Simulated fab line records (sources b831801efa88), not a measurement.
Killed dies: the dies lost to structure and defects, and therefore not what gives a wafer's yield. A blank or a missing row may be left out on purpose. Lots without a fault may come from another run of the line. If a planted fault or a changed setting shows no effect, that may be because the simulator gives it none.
fab line records :: flow sky130
record
  lots=7
  wafers=21
  last_day=50
route steps=708 shown PWDE@55 NWELL@56
lots with no fault: from the same line, run without faults
start_h: hours from the record's first day to the start of the lot's first wafer shown :: wait_h: hours from the lot's prior step to this one :: " same as the row above :: L1.1+2: one row covering several wafers at once :: - no value, or no start given :: * or withheld: withheld :: < > ~ a bound
route shown NAME@n: names a module that has steps shown in the file, with the first one's number in the route :: usual: the fault-free wafers' mean and standard deviation :: same: alike in all rows :: chamber/n: place in a boat :: sites: readings site by site :: _std_site: the standard deviation of these :: _edge_site: outer sites' mean less inner sites' :: radius_mm: how far each site lies from the wafer's centre :: mask NAME#n: copy n :: behind: the most recent tool/chamber to have shaped the wafer :: hold: why the lot went on hold/how many hours it stayed there/how the hold came to an end :: device: names the non-switching transistor (n, p or np) :: end of line: the same wafers' tests at the end of the route :: a step given without rows: its recipe and nothing more :: killed: the dies lost at the first sort to structure and to defects; this is not the yield of the wafer :: map: a wafer's dies, x killed, . not, _ none there
set.NAME: the setting as run; set.NAME@STEP: as run at that earlier step :: model.NAME: the simulator's own value behind a step, which no gauge read
lots at some steps of the route; a table a step, a row a wafer
services: a tool's chamber out of use, with start hour (start_h, from the record's first day; less than 0 if before it), hours out, and reason
## steps
# step SKY_PWDE_TW_MEAS_10
# usual
  PWDE_TW=372.2/2.2
lot.wafer: L862.2
tool: film_metro-03
chamber: -
start_h: 72.84
wait_h: 0.1
PWDE_TW: 374.4

lot.wafer: L862.3
tool: film_metro-03
chamber: -
start_h: 72.84
wait_h: 0.1
PWDE_TW: 375.2

lot.wafer: L862.5
tool: film_metro-03
chamber: -
start_h: 72.84
wait_h: 0.1
PWDE_TW: 374.1

lot.wafer: L863.2
tool: film_metro-01
chamber: -
start_h: 81.95
wait_h: 0.1
PWDE_TW: 371.5

lot.wafer: L863.5
tool: film_metro-01
chamber: -
start_h: 81.95
wait_h: 0.1
PWDE_TW: 372.4

lot.wafer: L863.6
tool: film_metro-01
chamber: -
start_h: 81.95
wait_h: 0.1
PWDE_TW: 374.6

lot.wafer: L873.3
tool: film_metro-03
chamber: -
start_h: 135.55
wait_h: 0.1
PWDE_TW: 373.3

lot.wafer: L873.4
tool: film_metro-03
chamber: -
start_h: 135.55
wait_h: 0.1
PWDE_TW: 375.5

lot.wafer: L873.5
tool: film_metro-03
chamber: -
start_h: 135.55
wait_h: 0.1
PWDE_TW: 373.6

lot.wafer: L875.1
tool: film_metro-01
chamber: -
start_h: 149.21
wait_h: 0.1
PWDE_TW: 373.3

lot.wafer: L875.2
tool: film_metro-01
chamber: -
start_h: 149.21
wait_h: 0.1
PWDE_TW: 372.7

lot.wafer: L875.4
tool: film_metro-01
chamber: -
start_h: 149.21
wait_h: 0.1
PWDE_TW: 370.7

lot.wafer: L876.3
tool: film_metro-02
chamber: -
start_h: 157.26
wait_h: 0.1
PWDE_TW: 370.8

lot.wafer: L876.4
tool: film_metro-02
chamber: -
start_h: 157.26
wait_h: 0.1
PWDE_TW: 371.0

lot.wafer: L876.5
tool: film_metro-02
chamber: -
start_h: 157.26
wait_h: 0.1
PWDE_TW: 370.6

lot.wafer: L881.1
tool: film_metro-01
chamber: -
start_h: 180.36
wait_h: 0.1
PWDE_TW: 371.8

lot.wafer: L881.2
tool: film_metro-01
chamber: -
start_h: 180.36
wait_h: 0.1
PWDE_TW: 372.9

lot.wafer: L881.4
tool: film_metro-01
chamber: -
start_h: 180.36
wait_h: 0.1
PWDE_TW: 373.0

lot.wafer: L884.1
tool: film_metro-01
chamber: -
start_h: 198.04
wait_h: 0.1
PWDE_TW: 370.3

lot.wafer: L884.5
tool: film_metro-01
chamber: -
start_h: 198.04
wait_h: 0.1
PWDE_TW: 373.7

lot.wafer: L884.6
tool: film_metro-01
chamber: -
start_h: 198.04
wait_h: 0.1
PWDE_TW: 371.6
# step SKY_NWELL_DEHYDRATE_03
# recipe
  temp_c=200
  time_s=60
# step SKY_NWELL_HMDS_04
# recipe
  prime_time_s=60
  prime_temp_c=120
# step SKY_NWELL_COAT_05
# recipe
  spin_rpm=2000
  resist_thk_nm=3000
# step SKY_NWELL_SOFTBAKE_06
# recipe
  temp_c=110
  time_s=withheld
# step SKY_NWELL_EXPOSE_07
# recipe
  mask_id=NWM
  na=0.6
  source_shape=conventional
  sigma_outer=0.6
  polarization=unpolarized
  target_cd_nm=840
  dose_mj=255
# step SKY_NWELL_PEB_08
# recipe
  temp_c=115
  time_s=withheld
# step SKY_NWELL_DEVELOP_09
# recipe
  wall_angle_deg=90
  developer=TMAH
  develop_time_s=60
  dev_temp_c=23
# step SKY_NWELL_OVL_MEAS_10
# usual
  NWELL_00_OVL=0.6/1.2
lot.wafer: L862.2
tool: overlay-01
chamber: -
start_h: 89.25
wait_h: -
NWELL_00_OVL[nm]: 1.5

lot.wafer: L862.3
tool: overlay-01
chamber: -
start_h: 89.25
wait_h: -
NWELL_00_OVL[nm]: 1.0

lot.wafer: L862.5
tool: overlay-01
chamber: -
start_h: 89.25
wait_h: -
NWELL_00_OVL[nm]: 1.7

lot.wafer: L863.2
tool: overlay-01
chamber: -
start_h: 99.26
wait_h: -
NWELL_00_OVL[nm]: 2.0

lot.wafer: L863.5
tool: overlay-01
chamber: -
start_h: 99.26
wait_h: -
NWELL_00_OVL[nm]: 1.5

lot.wafer: L863.6
tool: overlay-01
chamber: -
start_h: 99.26
wait_h: -
NWELL_00_OVL[nm]: 0.8

lot.wafer: L873.3
tool: overlay-01
chamber: -
start_h: 154.06
wait_h: -
NWELL_00_OVL[nm]: 0.6

lot.wafer: L873.4
tool: overlay-01
chamber: -
start_h: 154.06
wait_h: -
NWELL_00_OVL[nm]: 1.4

lot.wafer: L873.5
tool: overlay-01
chamber: -
start_h: 154.06
wait_h: -
NWELL_00_OVL[nm]: 0.6

lot.wafer: L875.1
tool: overlay-01
chamber: -
start_h: 168.50
wait_h: -
NWELL_00_OVL[nm]: 2.7

lot.wafer: L875.2
tool: overlay-01
chamber: -
start_h: 168.50
wait_h: -
NWELL_00_OVL[nm]: 1.4

lot.wafer: L875.4
tool: overlay-01
chamber: -
start_h: 168.50
wait_h: -
NWELL_00_OVL[nm]: -0.3

lot.wafer: L876.3
tool: overlay-02
chamber: -
start_h: 176.68
wait_h: -
NWELL_00_OVL[nm]: -1.0

lot.wafer: L876.4
tool: overlay-02
chamber: -
start_h: 176.68
wait_h: -
NWELL_00_OVL[nm]: -0.3

lot.wafer: L876.5
tool: overlay-02
chamber: -
start_h: 176.68
wait_h: -
NWELL_00_OVL[nm]: 0.8

lot.wafer: L881.1
tool: overlay-02
chamber: -
start_h: 201.22
wait_h: -
NWELL_00_OVL[nm]: 0.3

lot.wafer: L881.2
tool: overlay-02
chamber: -
start_h: 201.22
wait_h: -
NWELL_00_OVL[nm]: 0.8

lot.wafer: L881.4
tool: overlay-02
chamber: -
start_h: 201.22
wait_h: -
NWELL_00_OVL[nm]: -0.2

lot.wafer: L884.1
tool: overlay-02
chamber: -
start_h: 220.22
wait_h: -
NWELL_00_OVL[nm]: 0.5

lot.wafer: L884.5
tool: overlay-02
chamber: -
start_h: 220.22
wait_h: -
NWELL_00_OVL[nm]: 0.2

lot.wafer: L884.6
tool: overlay-02
chamber: -
start_h: 220.22
wait_h: -
NWELL_00_OVL[nm]: -0.1
# step SKY_NWELL_IMPLANT_11
# recipe
  species=P
  energy_kev=400
  dose_cm2=1.9e+13
  tilt_deg=withheld
# step SKY_NWELL_IMPLANT_12
# recipe
  species=P
  energy_kev=120
  dose_cm2=1.3e+12
  tilt_deg=withheld
# step SKY_NWELL_IMPLANT_13
# recipe
  species=P
  energy_kev=50
  dose_cm2=7e+11
  tilt_deg=withheld
# step SKY_NWELL_STRIP_14
# recipe
  chemistry=O2/N2
  power_w=1400
  pressure_mtorr=1500
  platen_temp_c=withheld
  o2_flow_sccm=3000
  n2_flow_sccm=300
  overash_fraction=0.5
# usual
  drypump_motor_current_A=5.8/0.56
  oes_product_au=0.723/0.0048
  overash_fraction=0.5/0
  strip_time_to_endpoint_s=36.93/0.1
lot.wafer: L862.2
tool: plasma_asher-01
chamber: 0
start_h: 89.73
wait_h: 0.1
drypump_motor_current_A: 4.9
oes_product_au: 0.719
overash_fraction: 0.5
rf_hours_counter_h: 27
strip_time_to_endpoint_s: 36.99

lot.wafer: L862.3
tool: plasma_asher-01
chamber: 0
start_h: 89.73
wait_h: 0.1
drypump_motor_current_A: 4.9
oes_product_au: 0.726
overash_fraction: 0.5
rf_hours_counter_h: -
strip_time_to_endpoint_s: 36.93

lot.wafer: L862.5
tool: plasma_asher-01
chamber: 1
start_h: 89.73
wait_h: 0.1
drypump_motor_current_A: 6.1
oes_product_au: 0.720
overash_fraction: 0.5
rf_hours_counter_h: -
strip_time_to_endpoint_s: 36.85

lot.wafer: L863.2
tool: plasma_asher-03
chamber: 1
start_h: 99.74
wait_h: 0.1
drypump_motor_current_A: 5.9
oes_product_au: 0.721
overash_fraction: 0.5
rf_hours_counter_h: 42
strip_time_to_endpoint_s: 36.99

lot.wafer: L863.5
tool: plasma_asher-03
chamber: 0
start_h: 99.74
wait_h: 0.1
drypump_motor_current_A: 6.0
oes_product_au: 0.718
overash_fraction: 0.5
rf_hours_counter_h: -
strip_time_to_endpoint_s: 36.97

lot.wafer: L863.6
tool: plasma_asher-03
chamber: 1
start_h: 99.74
wait_h: 0.1
drypump_motor_current_A: 5.9
oes_product_au: 0.721
overash_fraction: 0.5
rf_hours_counter_h: -
strip_time_to_endpoint_s: 36.97

lot.wafer: L873.3
tool: plasma_asher-01
chamber: 0
start_h: 154.57
wait_h: 0.1
drypump_motor_current_A: 4.9
oes_product_au: 0.666
overash_fraction: 0.7
rf_hours_counter_h: -
strip_time_to_endpoint_s: 37.00

lot.wafer: L873.4
tool: plasma_asher-01
chamber: 1
start_h: 154.57
wait_h: 0.1
drypump_motor_current_A: 6.1
oes_product_au: 0.669
overash_fraction: 0.7
rf_hours_counter_h: -
strip_time_to_endpoint_s: 37.01

lot.wafer: L873.5
tool: plasma_asher-01
chamber: 0
start_h: 154.57
wait_h: 0.1
drypump_motor_current_A: 4.9
oes_product_au: 0.669
overash_fraction: 0.7
rf_hours_counter_h: -
strip_time_to_endpoint_s: 36.94

lot.wafer: L875.1
tool: plasma_asher-01
chamber: 0
start_h: 168.98
wait_h: 0.1
drypump_motor_current_A: 4.9
oes_product_au: 0.656
overash_fraction: 0.7
rf_hours_counter_h: 35
strip_time_to_endpoint_s: 37.16

lot.wafer: L875.2
tool: plasma_asher-01
chamber: 1
start_h: 168.98
wait_h: 0.1
drypump_motor_current_A: 6.1
oes_product_au: 0.670
overash_fraction: 0.7
rf_hours_counter_h: 35
strip_time_to_endpoint_s: 37.12

lot.wafer: L875.4
tool: plasma_asher-01
chamber: 1
start_h: 168.98
wait_h: 0.1
drypump_motor_current_A: 6.1
oes_product_au: 0.671
overash_fraction: 0.7
rf_hours_counter_h: -
strip_time_to_endpoint_s: 37.08

lot.wafer: L876.3
tool: plasma_asher-01
chamber: 1
start_h: 177.19
wait_h: 0.1
drypump_motor_current_A: 6.1
oes_product_au: 0.667
overash_fraction: 0.7
rf_hours_counter_h: -
strip_time_to_endpoint_s: 36.96

lot.wafer: L876.4
tool: plasma_asher-01
chamber: 0
start_h: 177.19
wait_h: 0.1
drypump_motor_current_A: 4.9
oes_product_au: 0.666
overash_fraction: 0.7
rf_hours_counter_h: -
strip_time_to_endpoint_s: 36.90

lot.wafer: L876.5
tool: plasma_asher-01
chamber: 1
start_h: 177.19
wait_h: 0.1
drypump_motor_current_A: 6.1
oes_product_au: 0.658
overash_fraction: 0.7
rf_hours_counter_h: -
strip_time_to_endpoint_s: 36.88

lot.wafer: L881.1
tool: plasma_asher-03
chamber: 1
start_h: 201.71
wait_h: 0.1
drypump_motor_current_A: 5.9
oes_product_au: 0.730
overash_fraction: 0.5
rf_hours_counter_h: 52
strip_time_to_endpoint_s: 36.95

lot.wafer: L881.2
tool: plasma_asher-03
chamber: 0
start_h: 201.71
wait_h: 0.1
drypump_motor_current_A: 6.0
oes_product_au: 0.721
overash_fraction: 0.5
rf_hours_counter_h: 52
strip_time_to_endpoint_s: 36.94

lot.wafer: L881.4
tool: plasma_asher-03
chamber: 1
start_h: 201.71
wait_h: 0.1
drypump_motor_current_A: 5.9
oes_product_au: 0.721
overash_fraction: 0.5
rf_hours_counter_h: -
strip_time_to_endpoint_s: 36.91

lot.wafer: L884.1
tool: plasma_asher-04
chamber: 0
start_h: 220.71
wait_h: 0.1
drypump_motor_current_A: 6.6
oes_product_au: 0.717
overash_fraction: 0.5
rf_hours_counter_h: 10
strip_time_to_endpoint_s: 36.99

lot.wafer: L884.5
tool: plasma_asher-04
chamber: 1
start_h: 220.71
wait_h: 0.1
drypump_motor_current_A: 5.3
oes_product_au: 0.724
overash_fraction: 0.5
rf_hours_counter_h: -
strip_time_to_endpoint_s: 36.95

lot.wafer: L884.6
tool: plasma_asher-04
chamber: 0
start_h: 220.71
wait_h: 0.1
drypump_motor_current_A: 6.6
oes_product_au: 0.725
overash_fraction: 0.5
rf_hours_counter_h: -
strip_time_to_endpoint_s: 37.02
# step SKY_NWELL_TW_MEAS_15
# usual
  NWELL_TW=1810/9.6
lot.wafer: L862.2
tool: film_metro-02
chamber: -
start_h: 89.84
wait_h: 0.1
NWELL_TW: 1793

lot.wafer: L862.3
tool: film_metro-02
chamber: -
start_h: 89.84
wait_h: 0.1
NWELL_TW: 1786

lot.wafer: L862.5
tool: film_metro-02
chamber: -
start_h: 89.84
wait_h: 0.1
NWELL_TW: 1793

lot.wafer: L863.2
tool: film_metro-03
chamber: -
start_h: 99.85
wait_h: 0.1
NWELL_TW: 1815

lot.wafer: L863.5
tool: film_metro-03
chamber: -
start_h: 99.85
wait_h: 0.1
NWELL_TW: 1803

lot.wafer: L863.6
tool: film_metro-03
chamber: -
start_h: 99.85
wait_h: 0.1
NWELL_TW: 1813

lot.wafer: L873.3
tool: film_metro-03
chamber: -
start_h: 154.65
wait_h: 0.1
NWELL_TW: 1823

lot.wafer: L873.4
tool: film_metro-03
chamber: -
start_h: 154.65
wait_h: 0.1
NWELL_TW: 1823

lot.wafer: L873.5
tool: film_metro-03
chamber: -
start_h: 154.65
wait_h: 0.1
NWELL_TW: 1816

lot.wafer: L875.1
tool: film_metro-01
chamber: -
start_h: 169.08
wait_h: 0.1
NWELL_TW: 1805

lot.wafer: L875.2
tool: film_metro-01
chamber: -
start_h: 169.08
wait_h: 0.1
NWELL_TW: 1815

lot.wafer: L875.4
tool: film_metro-01
chamber: -
start_h: 169.08
wait_h: 0.1
NWELL_TW: 1804

lot.wafer: L876.3
tool: film_metro-02
chamber: -
start_h: 177.28
wait_h: 0.1
NWELL_TW: 1803

lot.wafer: L876.4
tool: film_metro-02
chamber: -
start_h: 177.28
wait_h: 0.1
NWELL_TW: 1805

lot.wafer: L876.5
tool: film_metro-02
chamber: -
start_h: 177.28
wait_h: 0.1
NWELL_TW: 1803

lot.wafer: L881.1
tool: film_metro-02
chamber: -
start_h: 201.81
wait_h: 0.1
NWELL_TW: 1797

lot.wafer: L881.2
tool: film_metro-02
chamber: -
start_h: 201.81
wait_h: 0.1
NWELL_TW: 1806

lot.wafer: L881.4
tool: film_metro-02
chamber: -
start_h: 201.81
wait_h: 0.1
NWELL_TW: 1797

lot.wafer: L884.1
tool: film_metro-01
chamber: -
start_h: 220.81
wait_h: 0.1
NWELL_TW: 1814

lot.wafer: L884.5
tool: film_metro-01
chamber: -
start_h: 220.81
wait_h: 0.1
NWELL_TW: 1816

lot.wafer: L884.6
tool: film_metro-01
chamber: -
start_h: 220.81
wait_h: 0.1
NWELL_TW: 1811
## services
tool: plasma_asher-01
chamber: -
start_h: 103.12
hours: 1.1
kind: repair

tool: plasma_asher-04
chamber: -
start_h: 108.75
hours: 9.0
kind: pm

tool: plasma_asher-04
chamber: 0
start_h: 108.75
hours: 9.0
kind: vent_cycle

tool: plasma_asher-04
chamber: 1
start_h: 108.75
hours: 9.0
kind: vent_cycle

tool: plasma_asher-04
chamber: 0
start_h: 117.75
hours: -
kind: clean

tool: plasma_asher-04
chamber: 1
start_h: 117.75
hours: -
kind: clean
## key
first_sign
  step=SKY_NWELL_STRIP_14
  reading=overash_fraction
  direction=up
  sigmas=99+
  usual=0.5
  struck=0.7
effect
  step=SKY_NWELL_STRIP_14
  reading=oes_product_au
  direction=down
  sigmas=12
  usual=0.723
  struck=0.666
met_at SKY_NWELL_STRIP_14
struck_wafers L873.3,L873.4,L873.5,L875.1,L875.2,L875.4,L876.3,L876.4,L876.5
sort_left_out L873.3,L873.4,L873.5,L875.1,L875.2,L875.4,L876.3,L876.4,L876.5
tester_left_out L873,L875,L876
onset_between 89.73 154.57
fault
  kind=process_parameter_drift
  tool=plasma_asher-01
  chamber=-
  onset_h=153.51
  steps=SKY_NWELL_STRIP_14
  channel=overash_fraction
  offset=0.2
  shape=step
  end_h=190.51
  acts_in=these_recipes_only
  stated=0.5
# tester_left_out: of these lots the tester's yield and bins aren't shown, on N5 and GAA mostly nor the transistor test; their killed dies are dies lost to structure and defects alone, not to doping, threshold or leakage, so they don't give the yield
# sort_left_out: the simulated sort isn't trusted on such a fault, so these wafers' sort isn't shown, and their yield isn't known
